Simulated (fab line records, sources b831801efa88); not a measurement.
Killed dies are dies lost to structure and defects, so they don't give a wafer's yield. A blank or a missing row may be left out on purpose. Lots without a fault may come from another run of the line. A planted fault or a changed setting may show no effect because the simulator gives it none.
Which tool did it? | flow sky130 | 12 lots, 36 wafers sampled, at 4 steps of a route of 708

WHAT THE GAUGES READ, wafer by wafer
SKY_PASSIVATION_THK_MEAS_01.
lot  | measured     | on            | PASSIVATION_CVD_00_THK (nm)
L151 | day 43 23:15 | film_metro-02 | 88.6 88.7 89.2
L152 | day 44 00:57 | film_metro-02 | 87.5 89.4 90.0
L153 | day 44 05:53 | film_metro-03 | 90.1 90.7 90.3
L155 | day 44 06:31 | film_metro-01 | 89.5 91.5 90.5
L168 | day 48 05:30 | film_metro-02 | 89.3 88.2 91.0
L167 | day 48 07:10 | film_metro-02 | 89.3 90.6 90.8
L169 | day 48 06:57 | film_metro-03 | 88.3 88.8 90.0
L170 | day 48 09:06 | film_metro-03 | 88.7 90.4 90.6
L172 | day 48 20:57 | film_metro-01 | 89.8 92.0 91.8

WHICH TOOL RAN EACH LOT (tool, then ch and the chambers of the sampled wafers, then the start)
lot  | SKY_METAL4_ETCH_16                | SKY_METAL4_ETCH_17                 | SKY_VIA4_CMP_21
L151 | rie_metal-02 ch 0,1, day 41 21:36 | rie_diel-03 ch 0,3, day 41 21:42   | cmp-01 ch 2,3, day 42 23:13
L152 | rie_metal-03 ch 0,1, day 41 22:33 | rie_diel-02 ch 1,3, day 41 22:39   | cmp-01 ch 0,3, day 43 01:09
L153 | rie_metal-04 ch 0,1, day 42 02:49 | rie_diel-04 ch 1,2, day 42 02:55   | cmp-01 ch 0,1,2, day 43 05:19
L155 | rie_metal-04 ch 0,1, day 42 04:40 | rie_diel-02 ch 0,1, day 42 04:46   | cmp-01 ch 0,2,3, day 43 07:01
L163 | rie_metal-04 ch 0,1, day 44 18:58 | rie_diel-02 ch 0,2,3, day 44 19:04 | cmp-01 ch 1,2,3, day 45 18:11
L164 | rie_metal-03 ch 0,1, day 45 03:45 | rie_diel-02 ch 0,3, day 45 03:51   | cmp-01 ch 1,2, day 46 03:40
L165 | rie_metal-02 ch 0,1, day 45 12:38 | rie_diel-03 ch 0,1, day 45 12:44   | cmp-01 ch 0,1,2, day 46 12:24
L168 | rie_metal-04 ch 0,1, day 46 10:56 | rie_diel-03 ch 0,1,2, day 46 11:02 | cmp-01 ch 1,2, day 47 08:59
L167 | rie_metal-03 ch 0,1, day 46 11:23 | rie_diel-02 ch 0,1,3, day 46 11:28 | cmp-01 ch 0,2,3, day 47 10:33
L169 | rie_metal-03 ch 0,1, day 46 11:43 | rie_diel-04 ch 1,2, day 46 11:49   | cmp-02 ch 0,1,3, day 47 10:32
L170 | rie_metal-04 ch 0,1, day 46 14:51 | rie_diel-02 ch 1,2,3, day 46 14:57 | cmp-01 ch 2,3, day 47 13:27
L172 | rie_metal-02 ch 0,1, day 47 04:24 | rie_diel-03 ch 2,3, day 47 04:30   | cmp-02 ch 0,1,3, day 48 01:40
- SKY_METAL4_ETCH_16: etches BARC in N2/H2, stops on SiO2, time 88.2 s, target depth 60 nm.
- SKY_METAL4_ETCH_17: etches SiO2 in C4F8/O2/Ar, stops on TiN, time 3.9 s, target depth 15 nm.
- SKY_VIA4_CMP_21: polishes, stops on SiO2, t overpolish 25 s, target thk 0 nm.

WHAT THE TOOLS THEMSELVES READ (means of the sampled wafers that have a number; where no wafer has one, the mark that the record gives instead)
SKY_METAL4_ETCH_16.
lot  | tool         | drypump_motor_current_A (A) | oes_product_au (a.u.) | throttle_valve_pct (%)
L151 | rie_metal-02 | 5.8                         | 0.626                 | 13.208
L152 | rie_metal-03 | 5.7                         | 0.624                 | 13.207
L153 | rie_metal-04 | 6.4                         | 0.625                 | 13.206
L155 | rie_metal-04 | 6.2                         | 0.626                 | 13.196
L163 | rie_metal-04 | 6.5                         | 0.627                 | 13.196
L164 | rie_metal-03 | 5.7                         | 0.622                 | 13.205
L165 | rie_metal-02 | 5.8                         | 0.627                 | 13.202
L168 | rie_metal-04 | 6.5                         | 0.626                 | 13.201
L167 | rie_metal-03 | 5.7                         | 0.623                 | 13.195
L169 | rie_metal-03 | 5.8                         | 0.627                 | 13.201
L170 | rie_metal-04 | 6.2                         | 0.623                 | 13.200
L172 | rie_metal-02 | 5.8                         | 0.627                 | 13.203

SKY_METAL4_ETCH_17.
lot  | tool        | oes_product_au (a.u.)
L151 | rie_diel-03 | 0.757
L152 | rie_diel-02 | 0.747
L153 | rie_diel-04 | 0.743
L155 | rie_diel-02 | 0.755
L163 | rie_diel-02 | 0.752
L164 | rie_diel-02 | 0.748
L165 | rie_diel-03 | 0.755
L168 | rie_diel-03 | 0.751
L167 | rie_diel-02 | 0.746
L169 | rie_diel-04 | 0.747
L170 | rie_diel-02 | 0.759
L172 | rie_diel-03 | 0.747

SKY_VIA4_CMP_21.
lot  | tool   | edge_zone_pressure_frac | head_pressure_psi (psi) | motor_current_A (A) | overpolish_run_s (s) | time_to_endpoint_s (s)
L151 | cmp-01 | 0.992                   | 3.502                   | 11.4                | 25.008               | 130
L152 | cmp-01 | 0.999                   | 3.506                   | 10.2                | 25.005               | 131
L153 | cmp-01 | 1.001                   | 3.511                   | 11.3                | 25.003               | 126
L155 | cmp-01 | 0.998                   | 3.496                   | 11.3                | 25.000               | 122
L163 | cmp-01 | -                       | -                       | -                   | -                    | -
L164 | cmp-01 | -                       | -                       | -                   | -                    | -
L165 | cmp-01 | -                       | -                       | -                   | -                    | -
L168 | cmp-01 | 1.003                   | 3.503                   | 12.2                | 25.003               | 126
L167 | cmp-01 | 0.996                   | 3.507                   | 11.3                | 24.999               | 127
L169 | cmp-02 | 0.998                   | 3.497                   | 12.3                | 25.000               | 124
L170 | cmp-01 | 0.998                   | 3.505                   | 11.8                | 25.003               | 130
L172 | cmp-02 | 0.996                   | 3.501                   | 12.2                | 25.001               | 124

THE ANSWER, worked out from the rows above alone
Rule: what is usual is taken from the lots themselves. Put in order of their means at a reading, lots are off if they are a third of the lots or fewer, leave a main group of 4 or more, and stand apart from it by a gap of 3 or more times the standard deviation of the main group's means; of several such gaps the widest counts. A main group whose means are all the same, to the digits that the tables above print for the reading, isn't used. A lot without any number at a reading at which 4 lots or more have one is off too. The other lots that the step has rows for count as sound. The gauges are gone through in route order, then the tools' own readings, and for those a lot's mean is taken as printed above. The first step at which some lot is off is used, and at that step the reading that is off furthest; a lot without a number counts as furthest.
Off: L163, L164, L165, at SKY_VIA4_CMP_21 (edge_zone_pressure_frac). Without a number there: L163, L164, L165. The main group: mean 0.998, standard deviation 0.003.
A tool fits if, at that step or a process step before it, it ran every lot that is off, and no sound lot after the first of them. None of those tried fits.

WHAT THE SIMULATOR HAD PUT IN
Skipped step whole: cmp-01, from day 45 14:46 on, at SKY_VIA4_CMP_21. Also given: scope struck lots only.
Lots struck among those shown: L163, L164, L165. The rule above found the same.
